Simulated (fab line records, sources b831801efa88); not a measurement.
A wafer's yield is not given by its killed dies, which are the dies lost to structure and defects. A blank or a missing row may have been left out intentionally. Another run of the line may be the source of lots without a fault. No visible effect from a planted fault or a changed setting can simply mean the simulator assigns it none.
The tool behind it: which one? / flow sky130 / 11 lots, 33 wafers sampled, at 1 step of a route of 708

## WHAT THE GAUGES READ, wafer by wafer
SKY_SONOS_TUNNEL_OVL_MEAS_08.
lot=L672; measured=day 12 06:09; on=overlay-02; SONOS_TUNNEL_OVL (nm)=1.1 -0.2 -0.7
lot=L675; measured=day 12 19:44; on=overlay-02; SONOS_TUNNEL_OVL (nm)=0.2 1.6 -1.1
lot=L677; measured=day 13 14:16; on=overlay-01; SONOS_TUNNEL_OVL (nm)=2.4 1.8 2.4
lot=L679; measured=day 14 03:34; on=overlay-02; SONOS_TUNNEL_OVL (nm)=-0.2 -0.5 0.2
lot=L684; measured=day 16 00:25; on=overlay-01; SONOS_TUNNEL_OVL (nm)=1.6 1.7 2.6
lot=L685; measured=day 16 03:49; on=overlay-02; SONOS_TUNNEL_OVL (nm)=-0.1 0.8 0.9
lot=L686; measured=day 16 11:49; on=overlay-02; SONOS_TUNNEL_OVL (nm)=-1.4 -0.3 -1.7
lot=L689; measured=day 17 08:53; on=overlay-01; SONOS_TUNNEL_OVL (nm)=0.4 -0.8 -1.2
lot=L692; measured=day 18 06:43; on=overlay-02; SONOS_TUNNEL_OVL (nm)=1.6 -0.8 0.5
lot=L693; measured=day 19 02:36; on=overlay-02; SONOS_TUNNEL_OVL (nm)=0.3 -0.7 0.2
lot=L695; measured=day 19 11:32; on=overlay-01; SONOS_TUNNEL_OVL (nm)=3.2 3.7 3.8

## EACH LOT AND THE TOOL THAT RAN IT (in order: tool; ch and the chambers of the sampled wafers; start)
No process step before these readings appears in the record.

## THE ANSWER, worked out from the rows above alone
Rule: what is usual is taken from the lots themselves. Put in order of their means at a reading, lots are off if they are a third of the lots or fewer, leave a main group of 4 or more, and stand apart from it by a gap of 3 or more times the standard deviation of the main group's means; of several such gaps the widest counts. Not used: any main group whose means are identical at the precision the tables above print for the reading. A lot without any number at a reading at which 4 lots or more have one is off too. All remaining lots with rows at the step are treated as sound.
None of the lots is off at any reading shown; this tells nothing.

## WHAT THE SIMULATOR PUT IN
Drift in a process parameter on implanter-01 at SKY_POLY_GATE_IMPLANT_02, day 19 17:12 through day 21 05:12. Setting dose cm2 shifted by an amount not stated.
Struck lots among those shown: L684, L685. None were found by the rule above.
